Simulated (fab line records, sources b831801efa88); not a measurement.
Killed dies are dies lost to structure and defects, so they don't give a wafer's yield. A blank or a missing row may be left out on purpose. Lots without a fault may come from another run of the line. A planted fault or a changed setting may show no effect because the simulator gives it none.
fab line records | flow sky130 | part 2 of 2: steps 29 to 39 of 39
record lots=5 wafers=15 last_day=50
route steps=708 shown SONOS_ONO@177 GATE_OXIDE@187 POLY_GATE@204 RES_PROTECT@206
lots that met no fault: from a run of the same line without faults
start_h: hours from the record's first day to the start of the lot's first wafer shown | wait_h: hours since the lot's step before | " the same as in the row above | L1.1+2: a row that stands for several wafers | - no value, or no start given | * or withheld: withheld | < > ~ a bound
route shown NAME@n: a module of which the file shows steps, and the number in the route of the first | usual: mean/standard deviation of fault-free wafers | same: alike in all rows | chamber/n: place in a boat | sites: the reading at each site | _std_site: their standard deviation | _edge_site: outer sites' mean less inner sites' | radius_mm: how far each site lies from the wafer's centre | mask NAME#n: copy n | behind: the tool/chamber that last shaped the wafer | hold: why the lot was held/for how many hours/how that ended | device: the transistor (n, p or np) that didn't switch | end of line: the same wafers' tests at the end of the route | a step without rows: its recipe alone | killed: dies lost to structure and defects at the first sort, not the wafer's yield | map: a wafer's dies, x killed, . not, _ none there
set.NAME: the setting as run; set.NAME@STEP: as run at that earlier step | model.NAME: the simulator's own value behind a step, which no gauge read
lots at some steps of the route; a table a step, a row a wafer
services: from which hour (start_h, from the record's first day; less than 0 if before it) a tool's chamber was out of use, for how many hours, and why
## steps
# step SKY_POLY_GATE_THK_MEAS_01
# recipe reads=poly-Si_of_POLY_GATE_CVD_00
# usual POLY_GATE_CVD_00_THK=181.1/1.7
# columns lot.wafer tool chamber start_h wait_h POLY_GATE_CVD_00_THK[nm]
L084.2 film_metro-01 - 404.93 0.0 180.1
L084.4 " - " " 180.2
L084.6 " - " " 181.9
L090.2 film_metro-02 - 451.32 0.0 178.9
L090.3 " - " " 180.3
L090.6 " - " " 180.0
L094.3 film_metro-02 - 480.66 0.0 182.8
L094.4 " - " " 181.8
L094.6 " - " " 182.7
L095.2 film_metro-02 - 496.11 0.0 180.8
L095.3 " - " " 180.5
L095.4 " - " " 180.3
L097.1 film_metro-01 - 499.28 0.0 179.9
L097.4 " - " " 181.3
L097.5 " - " " 180.6
# step SKY_RES_PROTECT_DEHYDRATE_00
# recipe temp_c=200 time_s=60
# usual heater_power_total_W=160.36/0.12
# columns lot.wafer tool chamber start_h wait_h heater_power_total_W
L084.2 litho_track-03 0 418.42 13.5 160.35
L084.4 " 0 " " 160.25
L084.6 " 0 " " 160.35
L090.2 litho_track-01 0 466.54 15.2 160.22
L090.3 " 0 " " 160.51
L090.6 " 0 " " 160.50
L094.3 litho_track-04 0 495.71 15.0 160.40
L094.4 " 0 " " 160.53
L094.6 " 0 " " 160.31
L095.2 litho_track-01 0 510.64 14.5 160.23
L095.3 " 0 " " 160.22
L095.4 " 0 " " 160.31
L097.1 litho_track-04 0 513.86 14.6 160.20
L097.4 " 0 " " 160.35
L097.5 " 0 " " 160.32
# step SKY_RES_PROTECT_HMDS_01
# recipe prime_time_s=60 prime_temp_c=120
# columns lot.wafer tool chamber start_h wait_h
L084.2+4+6 litho_track-03 0 418.57 0.1
L090.2+3+6 litho_track-01 0 466.69 0.1
L094.3+4+6 litho_track-04 0 495.86 0.1
L095.2+3+4 litho_track-01 0 510.79 0.1
L097.1+4+5 litho_track-04 0 514.01 0.1
# step SKY_RES_PROTECT_COAT_02
# recipe resist=NOVOLAK spin_rpm=3000 resist_thk_nm=1140
# columns lot.wafer tool chamber start_h wait_h
L084.2+4+6 litho_track-03 0 418.72 0.1
L090.2+3+6 litho_track-01 0 466.84 0.1
L094.3+4+6 litho_track-04 0 496.01 0.1
L095.2+3+4 litho_track-01 0 510.94 0.1
L097.1+4+5 litho_track-04 0 514.16 0.1
# step SKY_RES_PROTECT_SOFTBAKE_03
# recipe temp_c=90 time_s=60 resist=NOVOLAK
# usual heater_power_total_W=56.60/0.044
# columns lot.wafer tool chamber start_h wait_h heater_power_total_W
L084.2 litho_track-03 0 418.87 0.1 56.62
L084.4 " 0 " " 56.57
L084.6 " 0 " " 56.62
L090.2 litho_track-01 0 466.99 0.1 56.63
L090.3 " 0 " " 56.59
L090.6 " 0 " " 56.63
L094.3 litho_track-04 0 496.16 0.1 56.56
L094.4 " 0 " " 56.63
L094.6 " 0 " " 56.59
L095.2 litho_track-01 0 511.09 0.1 56.56
L095.3 " 0 " " 56.69
L095.4 " 0 " " 56.57
L097.1 litho_track-04 0 514.31 0.1 56.60
L097.4 " 0 " " 56.60
L097.5 " 0 " " 56.59
# step SKY_RES_PROTECT_EXPOSE_04
# recipe mask_id=RPM na=0.6 source_shape=conventional sigma_outer=0.6 polarization=unpolarized target_cd_nm=1270 dose_mj=131
# columns lot.wafer tool chamber start_h wait_h mask
L084.2+4+6 iline_stepper-01 0 - - RPM#0
L090.2+3+6 iline_stepper-01 0 - - RPM#0
L094.3+4+6 iline_stepper-01 0 - - RPM#0
L095.2+3+4 iline_stepper-02 0 - - RPM#0
L097.1+4+5 iline_stepper-02 0 - - RPM#0
# step SKY_RES_PROTECT_PEB_05
# recipe temp_c=withheld time_s=* resist=NOVOLAK
# columns lot.wafer tool chamber start_h wait_h
L084.2+4+6 litho_track-03 0 - -
L090.2+3+6 litho_track-01 0 - -
L094.3+4+6 litho_track-03 0 - -
L095.2+3+4 litho_track-01 0 - -
L097.1+4+5 litho_track-03 0 - -
# step SKY_RES_PROTECT_DEVELOP_06
# recipe resist=NOVOLAK developer=TMAH develop_time_s=60 dev_temp_c=23
# columns lot.wafer tool chamber start_h wait_h
L084.2+4+6 litho_track-03 0 434.07 0.1
L090.2+3+6 litho_track-01 0 482.19 0.1
L094.3+4+6 litho_track-03 0 511.49 0.1
L095.2+3+4 litho_track-01 0 526.54 0.1
L097.1+4+5 litho_track-03 0 528.99 0.1
# step SKY_POLY_GATE_IMPLANT_02
# recipe species=P energy_kev=30 dose_cm2=7.7e+15 tilt_deg=0
# usual end_station_pressure_torr=1.06e-05/6.8e-07
# same implant_ion_amu=31
# columns lot.wafer tool chamber start_h wait_h end_station_pressure_torr
L084.2 implanter-02 0 434.22 0.1 1e-05
L084.4 " 0 " " 1.05e-05
L084.6 " 0 " " 1.02e-05
L090.2 implanter-03 0 482.34 0.1 1.03e-05
L090.3 " 0 " " 1.15e-05
L090.6 " 0 " " 1.12e-05
L094.3 implanter-02 0 511.64 0.1 1.03e-05
L094.4 " 0 " " 1.04e-05
L094.6 " 0 " " 9.7e-06
L095.2 implanter-03 0 526.69 0.1 1.19e-05
L095.3 " 0 " " 1.16e-05
L095.4 " 0 " " 1.12e-05
L097.1 implanter-04 0 529.14 0.1 1.14e-05
L097.4 " 0 " " 1.03e-05
L097.5 " 0 " " 1.01e-05
# step SKY_RES_PROTECT_STRIP_07
# recipe chemistry=O2/N2 power_w=1400 pressure_mtorr=1500 platen_temp_c=withheld o2_flow_sccm=3000 n2_flow_sccm=300 overash_fraction=0.5
# usual drypump_motor_current_A=5.5/0.46 oes_product_au=0.518/0.0043 strip_time_to_endpoint_s=23.28/0.05
# columns lot.wafer tool chamber start_h wait_h drypump_motor_current_A oes_product_au rf_hours_counter_h strip_time_to_endpoint_s
L084.2 plasma_asher-01 1 434.34 0.1 4.9 0.525 0 23.28
L084.4 " 1 " " 4.9 0.515 - 23.27
L084.6 " 0 " " 5.8 0.514 - 23.27
L090.2 plasma_asher-03 0 482.47 0.1 6.2 0.521 79 23.36
L090.3 " 1 " " 5.5 0.516 - 23.36
L090.6 " 1 " " 5.6 0.509 - 23.34
L094.3 plasma_asher-01 1 511.78 0.1 4.9 0.514 - 23.21
L094.4 " 0 " " 5.8 0.526 - 23.18
L094.6 " 1 " " 4.9 0.515 - 23.19
L095.2 plasma_asher-03 1 526.82 0.1 5.6 0.520 84 23.35
L095.3 " 0 " " 6.2 0.516 - 23.31
L095.4 " 1 " " 5.6 0.519 - 23.31
L097.1 plasma_asher-04 1 529.29 0.1 5.9 0.516 69 23.31
L097.4 " 1 " " 5.9 0.515 - 23.28
L097.5 " 1 " " 5.9 0.521 - 23.32
# step SKY_RES_PROTECT_TW_MEAS_08
# usual POLY_GATE_TW=4000/56
# columns lot.wafer tool chamber start_h wait_h POLY_GATE_TW
L084.2 film_metro-04 - 434.45 0.1 3937
L084.4 " - " " 3926
L084.6 " - " " 3962
L090.2 film_metro-04 - 482.58 0.1 3920
L090.3 " - " " 3907
L090.6 " - " " 3901
L094.3 film_metro-01 - 511.86 0.1 4065
L094.4 " - " " 4071
L094.6 " - " " 4082
L095.2 film_metro-02 - 526.93 0.1 3965
L095.3 " - " " 3979
L095.4 " - " " 3981
L097.1 film_metro-04 - 529.39 0.1 3932
L097.4 " - " " 3918
L097.5 " - " " 3905
## services
# columns tool chamber start_h hours kind
lpcvd-01 - 329.80 17.2 pm
plasma_asher-02 - 333.61 3.1 repair
implanter-02 - 337.65 1.8 repair
implanter-02 - 338.82 15.7 repair
rie_diel-01 - 339.07 1.2 repair
rie_diel-01 0 340.58 1.9 repair
rie_diel-01 2 362.65 2.6 repair
iline_stepper-01 - 369.02 4.3 pm
iline_stepper-02 - 377.86 1.7 pm
plasma_asher-04 - 381.16 2.2 repair
iline_stepper-02 - 403.74 13.1 repair
wet_bench-02 - 404.54 2.4 repair
iline_stepper-02 - 416.84 8.9 pm
plasma_asher-01 - 421.25 9.0 pm
iline_stepper-02 - 425.63 3.5 repair
plasma_asher-03 - 430.74 1.3 repair
implanter-04 - 440.32 5.4 repair
furnace-02 - 452.59 4.6 pm
furnace-01 - 475.37 3.5 pm
iline_stepper-01 - 476.79 1.7 pm
wet_bench-04 - 480.44 1.9 pm
furnace-02 - 485.42 5.3 pm
furnace-02 - 494.33 18.3 pm
furnace-01 - 519.87 1.8 pm
